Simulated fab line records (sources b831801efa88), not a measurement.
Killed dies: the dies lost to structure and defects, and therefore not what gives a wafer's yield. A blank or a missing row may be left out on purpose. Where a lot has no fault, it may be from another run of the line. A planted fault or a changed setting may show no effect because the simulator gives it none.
fab line records	flow sky130
record lots=7	wafers=21	last_day=50
route steps=708 shown VIA2@527 METAL3@532 CAPM@537
lots with no fault: from the same line, run without faults
start_h: hours from the record's first day to the start of the lot's first wafer shown	wait_h: time in hours since the lot's previous step	" repeats the value in the row above	L1.1+2: several wafers, shown together as one row	- value missing, or start not given	* or withheld: withheld	< > ~ a bound
route shown NAME@n: names a module that has steps shown in the file, with the first one's number in the route	usual: mean/standard deviation taken from wafers without a fault	same: alike in all rows	chamber/n: place in a boat	sites: each site's reading	_std_site: standard deviation across them	_edge_site: outer sites' mean less inner sites'	radius_mm: how far each site lies from the wafer's centre	mask NAME#n: copy n	behind: the tool/chamber that last shaped the wafer	hold: why the lot was held/for how many hours/how that ended	device: transistor that didn't switch, given as n, p or np	end of line: tests run on the same wafers once the route is complete	step lacking rows: just its recipe	killed: count of dies lost to structure and defects at first sort (not the wafer's yield)	map: a wafer's dies, x killed, . not, _ none there
set.NAME: the run value of the setting; set.NAME@STEP: its run value at that earlier step	model.NAME: the simulator's own value behind a step, which no gauge read
lots at selected steps of the route; one table per step, one row per wafer
services: a tool's chamber out of use, with start hour (start_h, from the record's first day; less than 0 if before it), hours out, and reason
## steps
# step SKY_VIA2_SPUTTER_20
# recipe material=TiN	target_thk_nm=20	chamber_pressure_pa=5	power_w=4000	time_s=80
# step SKY_VIA2_CVD_21
# recipe material=W	target_thk_nm=420	time_s=126.4	temp_c=400	pressure_torr=40
# usual heater_power_w=854/55
lot.wafer	tool	chamber	start_h	wait_h	heater_power_w
L239.2	cvd_w-01	1	879.22	0.0	948
L239.3	"	0	"	"	786
L239.4	"	1	"	"	955
L242.1	cvd_w-01	1	897.42	0.0	971
L242.2	"	0	"	"	790
L242.6	"	1	"	"	931
L243.2	cvd_w-01	0	901.03	0.0	794
L243.3	"	1	"	"	952
L243.6	"	0	"	"	779
L244.1	cvd_w-02	0	906.84	0.0	870
L244.4	"	0	"	"	897
L244.5	"	1	"	"	857
L252.2	cvd_w-01	0	960.36	0.1	784
L252.4	"	0	"	"	797
L252.6	"	0	"	"	793
L253.1	cvd_w-01	0	968.15	0.0	778
L253.5	"	0	"	"	780
L253.6	"	0	"	"	756
L258.1	cvd_w-02	1	1005.37	0.0	865
L258.3	"	1	"	"	870
L258.6	"	0	"	"	886
# step SKY_VIA2_RS_MEAS_22
# recipe thk_meas_gauge=four-point-probe	reads=W_of_VIA2_CVD_21+TiN_of_VIA2_SPUTTER_20
# usual VIA2_W_RS=0.273/0.0032
lot.wafer	tool	chamber	start_h	wait_h	VIA2_W_RS[ohm/sq]
L239.2	film_metro-01	-	879.37	0.1	0.268
L239.3	"	-	"	"	0.273
L239.4	"	-	"	"	0.269
L242.1	film_metro-01	-	897.55	0.1	0.272
L242.2	"	-	"	"	0.276
L242.6	"	-	"	"	0.271
L243.2	film_metro-03	-	901.18	0.1	0.273
L243.3	"	-	"	"	0.270
L243.6	"	-	"	"	0.274
L244.1	film_metro-01	-	906.97	0.1	0.273
L244.4	"	-	"	"	0.270
L244.5	"	-	"	"	0.269
L252.2	film_metro-02	-	960.59	0.2	0.280
L252.4	"	-	"	"	0.275
L252.6	"	-	"	"	0.277
L253.1	film_metro-02	-	968.41	0.2	0.277
L253.5	"	-	"	"	0.277
L253.6	"	-	"	"	0.275
L258.1	film_metro-01	-	1005.50	0.1	0.272
L258.3	"	-	"	"	0.271
L258.6	"	-	"	"	0.273
# step SKY_VIA2_THK_MEAS_23
# recipe thk_meas_gauge=xrf	reads=W_of_VIA2_CVD_21
# usual VIA2_W_THK=416/6.5
lot.wafer	tool	chamber	start_h	wait_h	VIA2_W_THK[nm]
L239.2	film_metro-01	-	879.48	0.1	428
L239.3	"	-	"	"	419
L239.4	"	-	"	"	429
L242.1	film_metro-01	-	897.67	0.1	422
L242.2	"	-	"	"	413
L242.6	"	-	"	"	419
L243.2	film_metro-03	-	901.29	0.1	418
L243.3	"	-	"	"	424
L243.6	"	-	"	"	420
L244.1	film_metro-01	-	907.09	0.1	420
L244.4	"	-	"	"	423
L244.5	"	-	"	"	427
L252.2	film_metro-02	-	960.70	0.1	402
L252.4	"	-	"	"	408
L252.6	"	-	"	"	405
L253.1	film_metro-02	-	968.53	0.1	405
L253.5	"	-	"	"	405
L253.6	"	-	"	"	410
L258.1	film_metro-01	-	1005.62	0.1	423
L258.3	"	-	"	"	423
L258.6	"	-	"	"	420
# step SKY_VIA2_CMP_24
# recipe stop_on=SiO2	t_overpolish_s=20	down_force_psi=3.5	platen_rpm=60	target_thk_nm=0	pad_velocity_m_s=0.94248
# usual motor_current_A=11.7/0.79	overpolish_run_s=20.000/0.0089	slurry_flow_ml_min=150.0/0.41	time_to_endpoint_s=98/5.3
lot.wafer	tool	chamber	start_h	wait_h	motor_current_A	overpolish_run_s	slurry_flow_ml_min	time_to_endpoint_s
L239.4	cmp-01	2	879.53	0.0	11.7	19.986	149.7	102
L239.3	"	3	"	"	12.3	20.009	149.9	94
L239.2	"	1	"	"	12.0	19.978	150.1	95
L242.1	cmp-01	0	897.73	0.1	11.6	20.014	150.2	96
L242.2	"	3	"	"	11.5	20.009	150.3	96
L242.6	"	0	"	"	11.3	20.007	149.9	96
L243.3	cmp-02	2	901.34	0.0	11.8	19.991	150.0	90
L243.2	"	1	"	"	11.4	19.976	149.4	95
L243.6	"	2	"	"	11.4	20.015	150.4	92
L244.4	cmp-01	0	907.15	0.0	11.2	20.003	150.1	97
L244.1	"	2	"	"	12.4	19.987	149.6	100
L244.5	"	0	"	"	10.6	20.007	150.1	93
L252.2	cmp-01	0	960.80	0.1	10.5	19.995	150.4	94
L252.4	"	2	"	"	11.8	20.000	149.6	104
L252.6	"	0	"	"	10.5	19.999	149.9	98
L253.1	cmp-01	1	968.88	0.3	12.0	19.998	150.6	91
L253.6	"	1	"	"	12.3	20.005	149.7	91
L253.5	"	2	"	"	11.6	19.993	149.8	108
L258.3	cmp-01	1	1005.78	0.1	12.2	20.000	149.4	98
L258.1	"	2	"	"	12.1	20.006	150.9	103
L258.6	"	0	"	"	10.6	20.011	150.1	100
# step SKY_METAL3_SPUTTER_00
# recipe material=Ti	target_thk_nm=15	power_w=3000	time_s=10	chamber_pressure_pa=0.4
# step SKY_METAL3_SPUTTER_01
# recipe material=TiN	target_thk_nm=20	power_w=6500	time_s=16.7	chamber_pressure_pa=0.4
# usual cathode_dc_power_W=6499.8/1.1	chamber_pressure_pa=0.4000/0.0008	throttle_valve_pct=29.7/1.1
lot.wafer	tool	chamber	start_h	wait_h	cathode_dc_power_W	chamber_pressure_pa	throttle_valve_pct
L239.2	pvd_sputter-04	-	879.85	0.0	6501.1	0.4007	31.0
L239.3	"	-	"	"	6499.9	0.3997	29.9
L239.4	"	-	"	"	6497.8	0.3988	30.5
L242.1	pvd_sputter-03	-	898.05	0.0	6500.6	0.3995	29.8
L242.2	"	-	"	"	6499.6	0.3986	28.6
L242.6	"	-	"	"	6500.2	0.3993	28.7
L243.2	pvd_sputter-01	-	901.67	0.0	6500.3	0.4018	32.0
L243.3	"	-	"	"	6500.6	0.4000	29.2
L243.6	"	-	"	"	6499.2	0.4006	31.7
L244.1	pvd_sputter-03	-	907.47	0.0	6498.7	0.4002	28.6
L244.4	"	-	"	"	6499.9	0.3997	29.4
L244.5	"	-	"	"	6499.5	0.3997	28.0
L252.2	pvd_sputter-04	-	961.08	0.0	6499.1	0.4010	28.5
L252.4	"	-	"	"	6500.0	0.4003	29.7
L252.6	"	-	"	"	6498.9	0.3999	28.7
L253.1	pvd_sputter-03	-	969.20	0.0	6500.9	0.4016	28.3
L253.5	"	-	"	"	6500.8	0.4012	29.2
L253.6	"	-	"	"	6499.1	0.4003	28.8
L258.1	pvd_sputter-04	-	1006.01	0.0	6497.2	0.3994	28.8
L258.3	"	-	"	"	6498.9	0.3999	29.9
L258.6	"	-	"	"	6501.1	0.4002	29.0
# step SKY_METAL3_SPUTTER_02
# recipe material=AlCu	target_thk_nm=735	power_w=10600	time_s=39.1	chamber_pressure_pa=0.4
# usual cathode_dc_power_W=10600/1.9	chamber_pressure_pa=0.4000/0.00074	throttle_valve_pct=29.7/1.1
lot.wafer	tool	chamber	start_h	wait_h	cathode_dc_power_W	chamber_pressure_pa	throttle_valve_pct
L239.2	pvd_sputter-04	-	879.88	0.0	10600	0.3997	30.7
L239.3	"	-	"	"	10598	0.4016	29.7
L239.4	"	-	"	"	10600	0.4011	30.1
L242.1	pvd_sputter-03	-	898.08	0.0	10602	0.3995	29.5
L242.2	"	-	"	"	10599	0.4003	28.9
L242.6	"	-	"	"	10602	0.4004	28.6
L243.2	pvd_sputter-01	-	901.69	0.0	10598	0.3997	31.9
L243.3	"	-	"	"	10601	0.4014	29.2
L243.6	"	-	"	"	10599	0.4006	31.4
L244.1	pvd_sputter-03	-	907.50	0.0	10604	0.4012	28.8
L244.4	"	-	"	"	10598	0.3989	29.3
L244.5	"	-	"	"	10597	0.3993	28.2
L252.2	pvd_sputter-04	-	961.10	0.0	10597	0.4002	28.6
L252.4	"	-	"	"	10599	0.3990	29.5
L252.6	"	-	"	"	10598	0.4001	28.9
L253.1	pvd_sputter-03	-	969.22	0.0	10599	0.4006	27.8
L253.5	"	-	"	"	10600	0.4011	29.3
L253.6	"	-	"	"	10602	0.3995	28.6
L258.1	pvd_sputter-04	-	1006.03	0.0	10602	0.3998	28.9
L258.3	"	-	"	"	10600	0.3995	29.8
L258.6	"	-	"	"	10598	0.4007	28.7
# step SKY_METAL3_SPUTTER_03
# recipe material=Ti	target_thk_nm=5	power_w=3000	time_s=3.3	chamber_pressure_pa=0.4
# step SKY_METAL3_SPUTTER_04
# recipe material=TiN	target_thk_nm=70	power_w=6500	time_s=58.3	chamber_pressure_pa=0.4
# step SKY_CAPM_CVD_00
# recipe material=SiO2	target_thk_nm=15.5	temp_c=400	time_s=withheld	rf_w=450
# step SKY_CAPM_THK_MEAS_01
# recipe reads=SiO2_of_CAPM_CVD_00
# usual CAPM_CVD_00_THK=15.47/0.2
lot.wafer	tool	chamber	start_h	wait_h	CAPM_CVD_00_THK[nm]
L239.2	film_metro-03	-	880.02	-	15.27
L239.3	"	-	"	"	15.12
L239.4	"	-	"	"	15.58
L242.1	film_metro-03	-	898.20	-	15.12
L242.2	"	-	"	"	15.28
L242.6	"	-	"	"	15.24
L243.2	film_metro-01	-	901.83	-	15.65
L243.3	"	-	"	"	15.39
L243.6	"	-	"	"	15.72
L244.1	film_metro-04	-	907.64	-	15.40
L244.4	"	-	"	"	15.60
L244.5	"	-	"	"	15.69
L252.2	film_metro-03	-	961.25	-	15.60
L252.4	"	-	"	"	15.56
L252.6	"	-	"	"	15.92
L253.1	film_metro-01	-	969.35	-	15.18
L253.5	"	-	"	"	15.29
L253.6	"	-	"	"	15.57
L258.1	film_metro-03	-	1006.17	-	15.34
L258.3	"	-	"	"	15.47
L258.6	"	-	"	"	15.35
# step SKY_CAPM_SPUTTER_02
# recipe material=TiN	target_thk_nm=200	temp_c=300	power_w=6500	time_s=166.7	chamber_pressure_pa=0.4
# usual cathode_dc_power_W=6500.0/1.2	chamber_pressure_pa=0.4000/0.00082	throttle_valve_pct=29.8/1.1
lot.wafer	tool	chamber	start_h	wait_h	cathode_dc_power_W	chamber_pressure_pa	throttle_valve_pct
L239.2	pvd_sputter-03	-	880.07	0.0	6500.4	0.3997	29.4
L239.3	"	-	"	"	6501.4	0.4006	28.7
L239.4	"	-	"	"	6501.5	0.4000	29.4
L242.1	pvd_sputter-01	-	898.26	0.1	-	-	-
L242.2	"	-	"	"	-	-	-
L242.6	"	-	"	"	-	-	-
L243.2	pvd_sputter-03	-	901.88	0.0	-	-	-
L243.3	"	-	"	"	-	-	-
L243.6	"	-	"	"	-	-	-
L244.1	pvd_sputter-02	-	907.70	0.1	-	-	-
L244.4	"	-	"	"	-	-	-
L244.5	"	-	"	"	-	-	-
L252.2	pvd_sputter-02	-	961.30	0.0	6500.1	0.4004	31.1
L252.4	"	-	"	"	6501.5	0.4009	29.1
L252.6	"	-	"	"	6501.3	0.4008	29.9
L253.1	pvd_sputter-02	-	969.41	0.1	6499.6	0.3985	29.6
L253.5	"	-	"	"	6500.0	0.4005	29.7
L253.6	"	-	"	"	6499.6	0.3999	29.8
L258.1	pvd_sputter-01	-	1006.23	0.1	6500.6	0.4009	31.6
L258.3	"	-	"	"	6502.7	0.3997	29.3
L258.6	"	-	"	"	6497.7	0.4005	32.0
# step SKY_CAPM_RS_MEAS_03
# recipe thk_meas_gauge=four-point-probe	reads=TiN_of_CAPM_SPUTTER_02
# usual CAPM_TIN_RS=6.95/0.09
lot.wafer	tool	chamber	start_h	wait_h	CAPM_TIN_RS[ohm/sq]
L239.2	film_metro-01	-	880.20	0.1	6.88
L239.3	"	-	"	"	6.83
L239.4	"	-	"	"	6.91
L242.1	film_metro-01	-	898.37	0.1	-
L242.2	"	-	"	"	-
L242.6	"	-	"	"	-
L243.2	film_metro-03	-	902.01	0.1	-
L243.3	"	-	"	"	-
L243.6	"	-	"	"	-
L244.1	film_metro-01	-	907.81	0.1	-
L244.4	"	-	"	"	-
L244.5	"	-	"	"	-
L252.2	film_metro-04	-	961.43	0.1	7.15
L252.4	"	-	"	"	7.14
L252.6	"	-	"	"	7.14
L253.1	film_metro-03	-	969.52	0.1	7.09
L253.5	"	-	"	"	7.12
L253.6	"	-	"	"	7.12
L258.1	film_metro-04	-	1006.34	0.1	7.02
L258.3	"	-	"	"	6.93
L258.6	"	-	"	"	6.94
# step SKY_CAPM_THK_MEAS_04
# recipe thk_meas_gauge=xrf	reads=TiN_of_CAPM_SPUTTER_02
# usual CAPM_TIN_THK=200/3.1
lot.wafer	tool	chamber	start_h	wait_h	CAPM_TIN_THK[nm]
L239.2	film_metro-01	-	880.31	0.1	200
L239.3	"	-	"	"	201
L239.4	"	-	"	"	199
L242.1	film_metro-01	-	898.49	0.1	<0
L242.2	"	-	"	"	<0
L242.6	"	-	"	"	<0
L243.2	film_metro-03	-	902.12	0.1	<0
L243.3	"	-	"	"	<0
L243.6	"	-	"	"	<0
L244.1	film_metro-01	-	907.93	0.1	<0
L244.4	"	-	"	"	<0
L244.5	"	-	"	"	<0
L252.2	film_metro-04	-	961.54	0.1	196
L252.4	"	-	"	"	196
L252.6	"	-	"	"	195
L253.1	film_metro-03	-	969.64	0.1	197
L253.5	"	-	"	"	196
L253.6	"	-	"	"	195
L258.1	film_metro-04	-	1006.46	0.1	200
L258.3	"	-	"	"	203
L258.6	"	-	"	"	201
# step SKY_CAPM_DEHYDRATE_05
# recipe temp_c=200	time_s=60
# step SKY_CAPM_HMDS_06
# recipe prime_time_s=60	prime_temp_c=120
# step SKY_CAPM_COAT_07
# recipe resist=NOVOLAK	spin_rpm=3000	resist_thk_nm=1140
# step SKY_CAPM_SOFTBAKE_08
# recipe temp_c=90	time_s=60	resist=NOVOLAK
# step SKY_CAPM_EXPOSE_09
# recipe mask_id=CAPM	na=0.6	source_shape=conventional	sigma_outer=0.6	polarization=unpolarized	target_cd_nm=1000	dose_mj=159
# step SKY_CAPM_PEB_10
# recipe temp_c=withheld	time_s=*	resist=NOVOLAK
# step SKY_CAPM_DEVELOP_11
# recipe resist=NOVOLAK	developer=TMAH	develop_time_s=60	dev_temp_c=23
# step SKY_CAPM_OVL_MEAS_12
# usual CAPM_OVL=0.2/1.3
lot.wafer	tool	chamber	start_h	wait_h	CAPM_OVL[nm]
L239.2	overlay-01	-	905.15	0.1	3.2
L239.3	"	-	"	"	2.3
L239.4	"	-	"	"	0.6
L242.1	overlay-02	-	922.94	0.1	-1.4
L242.2	"	-	"	"	0.7
L242.6	"	-	"	"	-0.8
L243.2	overlay-02	-	926.35	0.1	1.7
L243.3	"	-	"	"	1.5
L243.6	"	-	"	"	0.7
L244.1	overlay-01	-	932.44	0.1	-1.7
L244.4	"	-	"	"	-3.2
L244.5	"	-	"	"	0.0
L252.2	overlay-01	-	985.45	0.1	2.6
L252.4	"	-	"	"	0.3
L252.6	"	-	"	"	0.5
L253.1	overlay-01	-	993.54	0.1	0.7
L253.5	"	-	"	"	-1.7
L253.6	"	-	"	"	-1.1
L258.1	overlay-01	-	1028.99	0.1	1.1
L258.3	"	-	"	"	1.8
L258.6	"	-	"	"	1.9
# step SKY_CAPM_METAL_ETCH_13
# recipe target_depth_nm=220	stop_on=SiO2	chemistry=Cl2/BCl3	target=TiN	pressure_mtorr=10	icp_w=900	bias_w=48.5	Cl2_flow_sccm=60	bcl3_flow_sccm=30	time_s=62.9
# usual drypump_motor_current_A=6.0/0.52	oes_product_au=0.940/0.0079	rf_fwd_power_W=894/3.7	throttle_valve_pct=21.903/0.01
lot.wafer	tool	chamber	start_h	wait_h	drypump_motor_current_A	oes_product_au	rf_fwd_power_W	rf_hours_counter_h	throttle_valve_pct
L239.2	rie_metal-01	0	905.18	0.0	5.6	0.944	892	4	21.898
L239.3	"	1	"	"	6.6	0.952	892	-	21.904
L239.4	"	0	"	"	5.6	0.941	895	-	21.903
L242.1	rie_metal-03	1	922.98	0.0	6.5	0.383	894	18	22.264
L242.2	"	0	"	"	5.6	0.378	890	8	22.245
L242.6	"	1	"	"	6.5	0.378	893	-	22.267
L243.2	rie_metal-03	1	926.38	0.0	6.5	0.369	895	18	22.269
L243.3	"	0	"	"	5.6	0.374	891	-	22.264
L243.6	"	1	"	"	6.5	0.373	893	-	22.256
L244.1	rie_metal-04	1	932.48	0.0	5.8	0.374	898	13	22.263
L244.4	"	0	"	"	5.1	0.379	893	-	22.247
L244.5	"	1	"	"	5.8	0.368	896	-	22.279
L252.2	rie_metal-04	0	985.48	0.0	5.1	0.918	897	10	21.924
L252.4	"	0	"	"	5.1	0.932	897	-	21.901
L252.6	"	0	"	"	5.1	0.919	894	-	21.921
L253.1	rie_metal-01	1	993.58	0.0	6.7	0.927	891	12	21.925
L253.5	"	1	"	"	6.6	0.925	887	-	21.907
L253.6	"	0	"	"	5.7	0.929	896	-	21.907
L258.1	rie_metal-03	1	1029.03	0.0	6.5	0.934	895	4	21.905
L258.3	"	0	"	"	5.6	0.940	890	-	21.910
L258.6	"	0	"	"	5.6	0.944	890	-	21.910
# step SKY_CAPM_STRIP_14
# recipe chemistry=O2/N2	power_w=1400	pressure_mtorr=1500	platen_temp_c=withheld	o2_flow_sccm=3000	n2_flow_sccm=300	overash_fraction=0.5
# usual drypump_motor_current_A=5.8/0.48	oes_product_au=0.711/0.0044	strip_time_to_endpoint_s=12.63/0.045
lot.wafer	tool	chamber	start_h	wait_h	drypump_motor_current_A	oes_product_au	rf_hours_counter_h	strip_time_to_endpoint_s
L239.2	plasma_asher-01	0	905.26	0.1	5.5	0.714	81	12.68
L239.3	"	1	"	"	5.4	0.716	-	12.64
L239.4	"	0	"	"	5.5	0.705	-	12.70
L242.1	plasma_asher-02	1	923.06	0.1	6.4	0.705	18	12.63
L242.2	"	0	"	"	6.3	0.708	18	12.60
L242.6	"	0	"	"	6.3	0.713	-	12.69
L243.2	plasma_asher-02	0	926.46	0.1	6.3	0.714	18	12.66
L243.3	"	1	"	"	6.5	0.707	-	12.63
L243.6	"	1	"	"	6.5	0.715	-	12.73
L244.1	plasma_asher-02	1	932.56	0.1	6.4	0.713	18	12.56
L244.4	"	0	"	"	6.2	0.713	-	12.57
L244.5	"	1	"	"	6.4	0.711	-	12.56
L252.2	plasma_asher-01	0	985.56	0.1	5.5	0.705	89	12.58
L252.4	"	1	"	"	5.4	0.715	-	12.63
L252.6	"	1	"	"	5.5	0.710	-	12.58
L253.1	plasma_asher-01	0	993.66	0.1	5.5	0.716	90	12.66
L253.5	"	1	"	"	5.5	0.705	-	12.67
L253.6	"	0	"	"	5.5	0.700	-	12.66
L258.1	plasma_asher-02	1	1029.11	0.1	6.5	0.705	28	12.63
L258.3	"	1	"	"	6.4	0.720	-	12.64
L258.6	"	1	"	"	6.5	0.715	-	12.65
## services
tool	chamber	start_h	hours	kind
plasma_asher-02	-	878.65	6.3	repair
pvd_sputter-04	-	880.82	6.8	repair
rie_metal-04	-	894.34	28.1	pm
pvd_sputter-04	-	901.89	15.8	repair
cvd_w-01	-	904.00	14.0	pm
cvd_w-02	-	904.61	1.0	repair
pvd_sputter-01	-	906.76	4.3	repair
cmp-01	-	913.18	1.4	repair
rie_metal-01	-	931.16	4.3	pm
rie_metal-04	-	945.63	1.4	pm
cvd_w-01	1	955.17	20.8	repair
pvd_sputter-03	-	962.46	3.5	repair
pvd_sputter-02	-	971.06	2.7	repair
plasma_asher-01	-	973.34	0.6	repair
cvd_w-01	-	989.20	6.9	pm
pvd_sputter-01	-	990.27	3.0	repair
pvd_sputter-02	-	994.42	3.8	repair
plasma_asher-02	-	1001.97	5.1	repair
pvd_sputter-02	-	1002.90	4.4	repair
cvd_w-01	-	1003.70	2.7	repair
rie_metal-04	-	1006.62	2.8	pm
pvd_sputter-02	-	1019.95	2.1	repair
cvd_w-01	-	1026.30	0.6	repair
pvd_sputter-03	-	1026.80	2.7	repair
## key
first_sign step=SKY_CAPM_SPUTTER_02	reading=tool_record	direction=missing
effect step=SKY_CAPM_RS_MEAS_03	reading=CAPM_TIN_RS	direction=missing
effect step=SKY_CAPM_THK_MEAS_04	reading=CAPM_TIN_THK	direction=down	sigmas=65	usual=200	struck=<0
effect step=SKY_CAPM_METAL_ETCH_13	reading=oes_product_au	direction=down	sigmas=72	usual=0.940	struck=0.375
met_at SKY_CAPM_SPUTTER_02
struck_wafers L242.1,L242.2,L242.6,L243.2,L243.3,L243.6,L244.1,L244.4,L244.5
later_rows_left_out L242.1,L242.2,L242.6,L243.2,L243.3,L243.6,L244.1,L244.4,L244.5
sort_left_out L242.1,L242.2,L242.6,L243.2,L243.3,L243.6,L244.1,L244.4,L244.5
onset_between 880.07 898.26
fault kind=skipped_step_whole	tool=pvd_sputter-01,pvd_sputter-02,pvd_sputter-03	chamber=-	onset_h=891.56	steps=SKY_CAPM_SPUTTER_02	scope=struck_lots_only
# sort_left_out: the simulated sort isn't trusted on such a fault, so these wafers' sort isn't shown, and their yield isn't known
# later_rows_left_out: the simulator's readings of these wafers behind a module that went badly wrong aren't trusted and aren't shown, but for the sort
